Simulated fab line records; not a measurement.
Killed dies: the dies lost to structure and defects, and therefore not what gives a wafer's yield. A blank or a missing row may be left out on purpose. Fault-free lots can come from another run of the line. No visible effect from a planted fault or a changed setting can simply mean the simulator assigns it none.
fab line records	flow sky130
record: lots: 12	wafers: 36	last-day: 50
route steps=708 shown VIA1@480 VIA2@518 METAL3@534 PAD_OPEN@708
lots with no fault: from the same line, run without faults
start-h: hours from the record's first day to the start of the lot's first wafer shown	wait-h: time in hours since the lot's previous step	" the same as in the row above	L1.1+2: a single row standing in for several wafers	- either no value or no given start	* or withheld: withheld	< > ~ a bound
route shown NAME@n: names a module that has steps shown in the file, with the first one's number in the route	usual: the fault-free wafers' mean and standard deviation	same: alike in all rows	chamber/n: place in a boat	sites: per-site readings	_std_site: standard deviation of those values	_edge_site: the outer-site mean with the inner-site mean subtracted	radius-mm: how far each site lies from the wafer's centre	mask NAME#n: copy n	behind: the last tool/chamber to shape the wafer	hold: why the lot went on hold/how many hours it stayed there/how the hold came to an end	device: transistor that didn't switch, given as n, p or np	end of line: the tests these same wafers got at the end of their route	a step given without rows: its recipe and nothing more	killed: dies lost to structure and defects at the first sort, not the wafer's yield	map: the dies of a wafer, with x for killed, . for not killed, _ for no die there
set.NAME: the setting that was run; set.NAME@STEP: the one run at that earlier step	model.NAME: the simulator's own value behind a step, which no gauge read
route steps across a sampled set of lots; one table per step, one row per wafer
services: when a tool's chamber went out of use (start-h, in hours from the record's first day, below 0 if earlier), for how many hours, and the reason
== steps ==
step: SKY_VIA1_RS_MEAS_22
recipe: thk-meas-gauge: four-point-probe	reads: W_of_VIA1_CVD_21+TiN_of_VIA1_SPUTTER_20
usual: VIA1_W_RS: 0.426/0.0044
lot.wafer	tool	chamber	start-h	wait-h	VIA1_W_RS[ohm/sq]
L137.4	film-metro-02	-	790.22	0.1	0.422
L137.5	"	-	"	"	0.423
L137.6	"	-	"	"	0.419
L140.2	film-metro-04	-	816.61	0.1	0.440
L140.4	"	-	"	"	0.436
L140.5	"	-	"	"	0.437
L141.1	film-metro-01	-	823.24	0.1	0.427
L141.3	"	-	"	"	0.428
L141.5	"	-	"	"	0.425
L142.2	film-metro-01	-	827.60	0.1	0.423
L142.3	"	-	"	"	0.430
L142.4	"	-	"	"	0.425
L145.1	film-metro-02	-	862.88	0.1	0.422
L145.5	"	-	"	"	0.424
L145.6	"	-	"	"	0.423
L147.2	film-metro-01	-	871.68	0.1	0.437
L147.4	"	-	"	"	0.430
L147.5	"	-	"	"	0.431
L148.1	film-metro-04	-	885.25	0.1	0.427
L148.3	"	-	"	"	0.428
L148.6	"	-	"	"	0.430
L150.2	film-metro-04	-	893.67	0.1	0.430
L150.3	"	-	"	"	0.431
L150.4	"	-	"	"	0.429
L151.1	film-metro-02	-	896.43	0.1	0.427
L151.4	"	-	"	"	0.421
L151.5	"	-	"	"	0.425
L152.3	film-metro-04	-	912.02	0.1	0.423
L152.4	"	-	"	"	0.428
L152.5	"	-	"	"	0.424
L153.1	film-metro-01	-	913.93	0.1	0.425
L153.2	"	-	"	"	0.428
L153.3	"	-	"	"	0.424
L159.4	film-metro-01	-	956.98	0.1	0.421
L159.5	"	-	"	"	0.418
L159.6	"	-	"	"	0.420
step: SKY_VIA2_DEVELOP_11
recipe: develop-time-s: 60	resist: KrF-thick	dev-temp-c: 21
usual: developer-temp-C: 21.01/0.11
lot.wafer	tool	chamber	start-h	wait-h	developer-temp-C
L137.4	litho-track-03	0	847	-	20.81
L137.5	"	0	"	"	20.97
L137.6	"	0	"	"	20.98
L140.2	litho-track-02	0	871	-	20.92
L140.4	"	0	"	"	20.84
L140.5	"	0	"	"	20.95
L141.1	litho-track-03	0	878	-	20.99
L141.3	"	0	"	"	20.98
L141.5	"	0	"	"	21.07
L142.2	litho-track-04	0	882	-	21.01
L142.3	"	0	"	"	20.94
L142.4	"	0	"	"	20.88
L145.1	litho-track-03	0	916	-	21.09
L145.5	"	0	"	"	21.23
L145.6	"	0	"	"	21.15
L147.2	litho-track-03	0	924	-	20.86
L147.4	"	0	"	"	20.94
L147.5	"	0	"	"	20.89
L148.1	litho-track-04	0	940	-	20.85
L148.3	"	0	"	"	20.75
L148.6	"	0	"	"	20.96
L150.2	litho-track-02	0	946	-	20.98
L150.3	"	0	"	"	21.04
L150.4	"	0	947	-	20.91
L151.1	litho-track-04	0	948	-	20.40
L151.4	"	0	"	"	20.27
L151.5	"	0	"	"	20.35
L152.3	litho-track-04	0	966	-	20.43
L152.4	"	0	"	"	20.32
L152.5	"	0	"	"	20.38
L153.1	litho-track-02	0	966	-	21.07
L153.2	"	0	"	"	21.03
L153.3	"	0	"	"	21.06
L159.4	litho-track-03	0	1005	-	20.85
L159.5	"	0	"	"	20.93
L159.6	"	0	"	"	20.98
step: SKY_VIA2_STRIP_16
recipe: chemistry: O2/N2	power-w: 1400	pressure-mtorr: 1500	platen-temp-c: withheld	o2-flow-sccm: 3000	n2-flow-sccm: 300	overash-fraction: 0.5
usual: drypump-motor-current-A: 5.74/0.26	oes-product-au: 0.398/0.0046	strip-time-to-endpoint-s: 4.048/0.025
lot.wafer	tool	chamber	start-h	wait-h	drypump-motor-current-A	oes-product-au	rf-hours-counter-h	strip-time-to-endpoint-s
L137.4	plasma-asher-02	0	847.41	0.1	5.64	0.403	-	4.051
L137.5	"	1	"	"	6.00	0.402	-	4.043
L137.6	"	0	"	"	5.61	0.404	-	4.075
L140.2	plasma-asher-02	0	872.10	0.0	5.63	0.401	12	4.030
L140.4	"	1	"	"	6.00	0.406	-	4.061
L140.5	"	1	"	"	6.02	0.398	-	4.053
L141.1	plasma-asher-04	0	878.68	0.0	5.25	0.400	46	4.026
L141.3	"	1	"	"	6.00	0.395	-	4.004
L141.5	"	1	"	"	6.01	0.402	-	4.038
L142.2	plasma-asher-02	1	882.48	0.0	5.98	0.396	14	4.041
L142.3	"	1	"	"	6.00	0.404	-	4.028
L142.4	"	0	"	"	5.63	0.404	-	4.076
L145.1	plasma-asher-02	0	916.83	0.0	5.65	0.398	17	4.071
L145.5	"	1	"	"	6.01	0.400	-	4.067
L145.6	"	0	"	"	5.64	0.400	-	4.008
L147.2	plasma-asher-04	0	924.93	0.0	5.26	0.395	50	4.072
L147.4	"	0	"	"	5.27	0.391	-	4.038
L147.5	"	0	"	"	5.26	0.397	-	4.075
L148.1	plasma-asher-03	1	940.83	0.0	5.94	0.396	115	4.021
L148.3	"	1	"	"	5.93	0.397	-	4.060
L148.6	"	0	"	"	5.53	0.392	-	4.021
L150.2	plasma-asher-04	0	947.35	0.0	5.28	0.399	52	4.032
L150.3	"	0	"	"	5.25	0.403	-	4.041
L150.4	"	1	"	"	5.97	0.401	-	4.079
L151.1	plasma-asher-04	1	948.73	0.0	6.01	0.401	52	4.034
L151.4	"	0	"	"	5.29	0.401	-	4.055
L151.5	"	1	"	"	6.00	0.399	-	4.016
L152.3	plasma-asher-02	1	966.46	0.1	5.97	0.407	-	4.071
L152.4	"	0	"	"	5.62	0.401	-	4.050
L152.5	"	1	"	"	5.98	0.397	-	4.001
L153.1	plasma-asher-03	0	967.35	0.1	5.52	0.395	118	4.013
L153.2	"	1	"	"	5.90	0.397	118	4.056
L153.3	"	1	"	"	5.92	0.393	-	4.051
L159.4	plasma-asher-04	0	1006.26	0.1	5.26	0.396	-	4.030
L159.5	"	1	"	"	5.96	0.398	-	4.090
L159.6	"	0	"	"	5.24	0.395	-	4.034
step: SKY_METAL3_SPUTTER_02
recipe: material: AlCu	target-thk-nm: 735	power-w: 10600	time-s: 39.1	chamber-pressure-pa: 0.4
usual: throttle-valve-pct: 29.7/0.78
lot.wafer	tool	chamber	start-h	wait-h	throttle-valve-pct
L137.4	pvd-sputter-01	-	848.69	0.0	30.6
L137.5	"	-	"	"	29.2
L137.6	"	-	"	"	30.1
L140.2	pvd-sputter-01	-	873.41	0.0	29.3
L140.4	"	-	"	"	30.9
L140.5	"	-	"	"	30.1
L141.1	pvd-sputter-01	-	880.00	0.0	28.6
L141.3	"	-	"	"	29.4
L141.5	"	-	"	"	29.4
L142.2	pvd-sputter-04	-	883.79	0.0	30.9
L142.3	"	-	"	"	28.7
L142.4	"	-	"	"	29.6
L145.1	pvd-sputter-04	-	918.45	0.0	31.1
L145.5	"	-	"	"	29.6
L145.6	"	-	"	"	29.4
L147.2	pvd-sputter-04	-	926.25	0.0	28.7
L147.4	"	-	"	"	28.9
L147.5	"	-	"	"	30.9
L148.1	pvd-sputter-02	-	942.25	0.0	28.6
L148.3	"	-	"	"	29.5
L148.6	"	-	"	"	30.1
L150.2	pvd-sputter-04	-	948.70	0.0	29.7
L150.3	"	-	"	"	28.7
L150.4	"	-	"	"	30.8
L151.1	pvd-sputter-02	-	950.04	0.0	29.4
L151.4	"	-	"	"	30.1
L151.5	"	-	"	"	28.1
L152.3	pvd-sputter-01	-	967.80	0.0	30.8
L152.4	"	-	"	"	28.8
L152.5	"	-	"	"	30.0
L153.1	pvd-sputter-01	-	968.68	0.0	30.4
L153.2	"	-	"	"	30.7
L153.3	"	-	"	"	28.7
L159.4	pvd-sputter-04	-	1007.64	0.0	30.9
L159.5	"	-	"	"	29.6
L159.6	"	-	"	"	28.4
step: SKY_PAD_OPEN_PROBE_99
usual: defect-limited-yield: 82.5/2	killed_at_M0_to_M3: 42/6.6	killed_at_M4_up: 3.1/1.9	killed-at-contacts: 25/5.7	killed-at-front-end: 16/5	killed-at-other: 0.2/0.38	killed-dies: 86/9.6	killed-open: 47/7.2	killed-short: 39/6.2	sort_bin_3_pad_short: 0.9/0.44	sort_bin_5_function: 10.3/1.5	sort_bin_6_memory: 6.2/1.1	sort-n-pass: 406/9.6	sort-yield-pct: 82.5/2
same: gross-dies: 492	killed-at-back-side: 0	sort_bin_4_leakage[%]: 0	sort_bin_8_speed[%]: 0
lot.wafer	tool	chamber	start-h	wait-h	defect-limited-yield[%]	killed_at_M0_to_M3	killed_at_M4_up	killed-at-contacts	killed-at-front-end	killed-at-other	killed-dies	killed-open	killed-short	sort_bin_3_pad_short[%]	sort_bin_5_function[%]	sort_bin_6_memory[%]	sort-n-pass	sort-yield-pct[%]
L137.4	prober-01	-	1074.84	0.2	81.9	42	2	21	24	0	89	44	45	1.2	10.2	6.7	403	81.9
L137.5	prober-01	-	1074.89	0.2	83.5	40	1	18	22	0	81	43	38	0.6	10.4	5.5	411	83.5
L137.6	prober-01	-	1074.94	0.2	85.0	35	2	19	18	0	74	38	36	0.8	8.3	5.9	418	85.0
L140.2	prober-02	-	1094.49	0.1	83.3	51	5	17	9	0	82	40	42	1.4	8.9	6.3	410	83.3
L140.4	prober-02	-	1094.59	0.2	82.3	36	3	34	14	0	87	43	44	0.8	10.0	6.9	405	82.3
L140.5	prober-02	-	1094.64	0.2	81.7	32	7	28	23	0	90	38	52	1.4	10.4	6.5	402	81.7
L142.2	prober-02	-	1101.79	0.1	81.5	34	3	36	18	0	91	52	39	0.6	12.4	5.5	401	81.5
L142.3	prober-02	-	1101.84	0.2	81.3	51	2	25	13	1	92	48	44	1.0	11.2	6.5	400	81.3
L142.4	prober-02	-	1101.89	0.2	79.9	44	3	36	16	0	99	54	45	1.2	12.0	6.9	393	79.9
L150.2	prober-02	-	1152.74	0.1	80.5	35	6	35	20	0	96	49	47	1.6	10.6	7.3	396	80.5
L150.3	prober-02	-	1152.79	0.2	83.7	34	3	27	16	0	80	40	40	0.8	9.8	5.7	412	83.7
L150.4	prober-02	-	1152.84	0.2	80.3	52	4	28	13	0	97	51	46	1.6	11.6	6.5	395	80.3
L151.1	prober-01	-	1154.19	0.1	80.7	37	3	39	15	1	95	50	45	1.0	11.8	6.5	397	80.7
L151.4	prober-01	-	1154.34	0.2	81.9	36	0	37	16	0	89	54	35	0.8	9.1	8.1	403	81.9
L151.5	prober-01	-	1154.39	0.2	82.1	46	3	26	13	0	88	50	38	0.4	11.8	5.7	404	82.1
L152.3	prober-02	-	1166.64	0.2	80.1	45	3	34	16	0	98	52	46	1.4	11.8	6.7	394	80.1
L152.4	prober-02	-	1166.69	0.2	82.1	39	2	31	16	0	88	50	38	1.4	10.0	6.5	404	82.1
L152.5	prober-02	-	1166.74	0.2	80.1	52	5	27	13	1	98	61	37	1.2	11.2	7.5	394	80.1
killed by level:class
L137.4 LI_CONTACT:geometric-particle:open=9 POLY_GATE:geometric-particle:open=7 METAL1:geometric-particle:short=7 METAL2:geometric-particle:short=7 FIELD_ISO:geometric-particle:short=6 CONTACT:geometric-particle:open=6 VIA1:geometric-particle:short=6 METAL1:geometric-particle:open=4
L137.5 METAL1:geometric-particle:short=9 VIA2:geometric-particle:open=6 CONTACT:geometric-particle:open=6 VIA3:geometric-particle:open=6 POLY_GATE:geometric-particle:open=5 LOCAL_INTERCONNECT:geometric-particle:short=5 VIA3:geometric-particle:short=5 FIELD_ISO:geometric-particle:short=4
L137.6 FIELD_ISO:geometric-particle:open=7 VIA1:geometric-particle:open=7 CONTACT:geometric-particle:open=6 METAL1:geometric-particle:short=6 METAL2:geometric-particle:short=6 LI_CONTACT:geometric-particle:open=5 VIA2:geometric-particle:open=5 LOCAL_INTERCONNECT:geometric-particle:short=4
L140.2 METAL1:geometric-particle:short=11 VIA1:geometric-particle:open=8 VIA1:geometric-particle:short=8 VIA3:geometric-particle:open=6 CONTACT:geometric-particle:open=6 VIA2:geometric-particle:open=6 METAL2:geometric-particle:short=5 METAL3:geometric-particle:short=4
L140.4 CONTACT:geometric-particle:open=16 LOCAL_INTERCONNECT:geometric-particle:short=8 VIA3:geometric-particle:open=8 METAL1:geometric-particle:short=6 VIA1:geometric-particle:open=6 POLY_GATE:geometric-particle:open=5 VIA2:geometric-particle:short=5 FIELD_ISO:geometric-particle:short=4
L140.5 POLY_GATE:geometric-particle:short=8 CONTACT:geometric-particle:short=8 LOCAL_INTERCONNECT:geometric-particle:short=7 POLY_GATE:geometric-particle:open=6 CONTACT:geometric-particle:open=6 VIA1:geometric-particle:open=6 FIELD_ISO:geometric-particle:short=5 METAL1:geometric-particle:short=5
L142.2 CONTACT:geometric-particle:open=12 LI_CONTACT:geometric-particle:open=12 VIA1:geometric-particle:open=8 LOCAL_INTERCONNECT:geometric-particle:short=7 FIELD_ISO:geometric-particle:short=5 METAL1:geometric-particle:short=5 FIELD_ISO:geometric-particle:open=4 METAL2:geometric-particle:short=4
L142.3 VIA1:geometric-particle:open=12 LI_CONTACT:geometric-particle:open=8 POLY_GATE:geometric-particle:open=7 VIA1:geometric-particle:short=7 VIA3:geometric-particle:open=7 METAL1:geometric-particle:short=6 LOCAL_INTERCONNECT:geometric-particle:short=6 CONTACT:geometric-particle:open=6
L142.4 CONTACT:geometric-particle:open=12 LI_CONTACT:geometric-particle:open=10 VIA1:geometric-particle:open=7 LOCAL_INTERCONNECT:geometric-particle:short=7 VIA1:geometric-particle:short=6 METAL1:geometric-particle:short=6 VIA3:geometric-particle:open=6 POLY_GATE:geometric-particle:open=5
L150.2 CONTACT:geometric-particle:open=12 VIA1:geometric-particle:open=8 CONTACT:geometric-particle:short=7 LI_CONTACT:geometric-particle:open=7 METAL2:geometric-particle:short=6 SONOS_ONO:geometric-particle:open=5 POLY_GATE:geometric-particle:short=5 VIA1:geometric-particle:short=5
L150.3 METAL2:geometric-particle:short=10 CONTACT:geometric-particle:short=9 CONTACT:geometric-particle:open=8 LI_CONTACT:geometric-particle:open=7 VIA1:geometric-particle:open=5 POLY_GATE:geometric-particle:short=4 VIA1:geometric-particle:short=4 VIA3:geometric-particle:open=4
L150.4 VIA1:geometric-particle:open=16 LI_CONTACT:geometric-particle:open=8 LOCAL_INTERCONNECT:geometric-particle:short=7 METAL2:geometric-particle:short=7 VIA2:geometric-particle:open=7 VIA3:geometric-particle:open=6 VIA2:geometric-particle:short=5 FIELD_ISO:geometric-particle:open=4
L151.1 LI_CONTACT:geometric-particle:open=13 CONTACT:geometric-particle:open=10 VIA1:geometric-particle:open=8 CONTACT:geometric-particle:short=7 VIA2:geometric-particle:open=7 POLY_GATE:geometric-particle:short=6 VIA1:geometric-particle:short=6 LOCAL_INTERCONNECT:geometric-particle:short=5
L151.4 CONTACT:geometric-particle:open=18 VIA1:geometric-particle:open=8 LOCAL_INTERCONNECT:geometric-particle:short=7 FIELD_ISO:geometric-particle:open=5 FIELD_ISO:geometric-particle:short=5 VIA2:geometric-particle:open=5 LOCAL_INTERCONNECT:geometric-particle:open=4 METAL1:geometric-particle:short=4
L151.5 VIA1:geometric-particle:open=13 VIA2:geometric-particle:open=8 CONTACT:geometric-particle:open=7 VIA3:geometric-particle:open=7 LOCAL_INTERCONNECT:geometric-particle:short=6 METAL1:geometric-particle:short=6 CONTACT:geometric-particle:short=5 METAL2:geometric-particle:short=5
L152.3 LI_CONTACT:geometric-particle:open=11 CONTACT:geometric-particle:short=9 CONTACT:geometric-particle:open=8 VIA1:geometric-particle:open=8 VIA3:geometric-particle:open=7 METAL1:geometric-particle:short=6 POLY_GATE:geometric-particle:open=5 VIA1:geometric-particle:short=5
L152.4 CONTACT:geometric-particle:open=12 LI_CONTACT:geometric-particle:open=10 VIA2:geometric-particle:open=8 METAL1:geometric-particle:short=7 POLY_GATE:geometric-particle:short=5 METAL2:geometric-particle:short=5 FIELD_ISO:geometric-particle:short=4 LOCAL_INTERCONNECT:geometric-particle:short=4
L152.5 VIA1:geometric-particle:open=13 CONTACT:geometric-particle:open=12 VIA2:geometric-particle:open=10 LI_CONTACT:geometric-particle:open=7 METAL2:geometric-particle:short=6 POLY_GATE:geometric-particle:open=5 LOCAL_INTERCONNECT:geometric-particle:short=5 METAL1:geometric-particle:short=4
== services ==
tool	chamber	start-h	hours	kind
plasma-asher-04	-	849.97	2.8	pm
pvd-sputter-04	-	888.09	2.7	repair
pvd-sputter-02	-	898.85	0.9	repair
pvd-sputter-02	-	997.40	1.4	repair
== key ==
first-sign: step: SKY_VIA2_DEVELOP_11	reading: developer-temp-C	direction: down	sigmas: 6.1	usual: *	struck: *
effect none on later readings
met-at SKY_VIA2_DEVELOP_11
struck-lots L151,L152
not-acting-at SKY_VIA1_RS_MEAS_22,SKY_VIA2_STRIP_16,SKY_METAL3_SPUTTER_02
onset-between 940 948
fault: kind: process-parameter-drift	tool: litho-track-04	chamber: -	onset-h: 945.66	steps: SKY_VIA2_DEVELOP_11	channel: dev-temp-c	offset: *	shape: step	end-h: 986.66	acts-in: *	stated: *
